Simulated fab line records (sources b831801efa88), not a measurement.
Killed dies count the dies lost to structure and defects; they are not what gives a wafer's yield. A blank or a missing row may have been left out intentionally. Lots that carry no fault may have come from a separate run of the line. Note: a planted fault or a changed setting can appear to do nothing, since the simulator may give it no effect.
Which tool is to blame? ; flow gf180mcu ; 33 wafers from 11 lots sampled at 3 of the route's 602 steps

== WHAT EACH GAUGE READ, for each wafer ==
GF_V4_THK_MEAS_03.
lot;measured;on;V4_CVD_02_THK (nm)
L948;day 24 00:40;film metro-01;836 838 855
L949;day 24 10:40;film metro-03;846 847 871
L950;day 24 21:50;film metro-03;838 844 859
L951;day 25 04:10;film metro-04;826 845 844
L952;day 25 07:32;film metro-03;842 850 859
L953;day 25 11:26;film metro-04;831 855 849
L962;day 28 08:22;film metro-04;834 841 844
L963;day 28 16:23;film metro-03;843 843 841
L965;day 29 10:16;film metro-01;843 849 852
L967;day 29 18:29;film metro-01;839 838 828
L969;day 30 08:08;film metro-01;834 839 853

GF_V4_RS_MEAS_24: the measuring method here is four-point-probe.
lot;measured;on;V4_W_RS (ohm/sq)
L948;day 24 23:34;film metro-01;0.330 0.330 0.325
L949;day 25 09:16;film metro-03;0.332 0.324 0.336
L950;day 25 20:57;film metro-03;0.326 0.328 0.324
L951;day 26 02:39;film metro-03;0.328 0.331 0.325
L952;day 26 05:55;film metro-03;0.325 0.334 0.325
L953;day 26 09:50;film metro-04;0.323 0.335 0.333
L962;day 29 05:47;film metro-03;0.331 0.331 0.334
L963;day 29 13:26;film metro-03;0.335 0.334 0.334
L965;day 30 06:56;film metro-04;0.324 0.322 0.331
L967;day 30 14:34;film metro-03;0.332 0.324 0.330
L969;day 31 03:49;film metro-01;0.332 0.324 0.324

GF_MIM_THK_MEAS_06.
lot;measured;on;MIM_CVD_05_THK (nm)
L948;day 25 00:18;film metro-04;41.5 42.2 42.8
L949;day 25 10:00;film metro-04;41.8 42.2 42.4
L950;day 25 21:52;film metro-01;41.9 42.6 42.5
L951;day 26 03:22;film metro-04;41.5 41.7 41.8
L952;day 26 06:38;film metro-04;41.8 41.9 41.7
L953;day 26 10:35;film metro-01;41.1 41.4 41.5
L962;day 29 06:31;film metro-04;41.3 41.4 41.9
L963;day 29 14:10;film metro-01;41.4 42.2 42.3
L965;day 30 07:40;film metro-01;41.4 41.0 42.2
L967;day 30 15:18;film metro-02;41.0 41.2 41.5
L969;day 31 04:32;film metro-02;41.6 41.7 41.9

== EACH LOT AND THE TOOL THAT RAN IT (in order: tool; ch and the chambers of the sampled wafers; start) ==
No process step before these readings appears in the record.

== WHAT THE TOOLS THEMSELVES READ (means of the sampled wafers that have a number; where no wafer has one, the mark that the record gives instead) ==
The record holds no such reading with a usual standard deviation.

== THE ANSWER, worked out from the rows above alone ==
Rule: the lots themselves supply what counts as usual. The widest of any qualifying gaps counts: lots, ordered by their means at a reading, are off when they make up no more than a third of the lots, leave a main group of 4 or more, and stand apart from it by 3 or more times the standard deviation of that group's means. A main group is skipped when, at the precision printed for the reading in the tables above, its means are all equal. Also off: a lot with no number at a reading for which 4 or more lots have one. The other lots that the step has rows for count as sound. The gauges are gone through in route order, then the tools' own readings, and for those a lot's mean is taken as printed above. The first step at which some lot is off is used, and at that step the reading that is off furthest; a lot without a number counts as furthest.
None of the lots is off at any reading shown; this tells nothing.

== WHAT HAD BEEN PUT IN BY THE SIMULATOR ==
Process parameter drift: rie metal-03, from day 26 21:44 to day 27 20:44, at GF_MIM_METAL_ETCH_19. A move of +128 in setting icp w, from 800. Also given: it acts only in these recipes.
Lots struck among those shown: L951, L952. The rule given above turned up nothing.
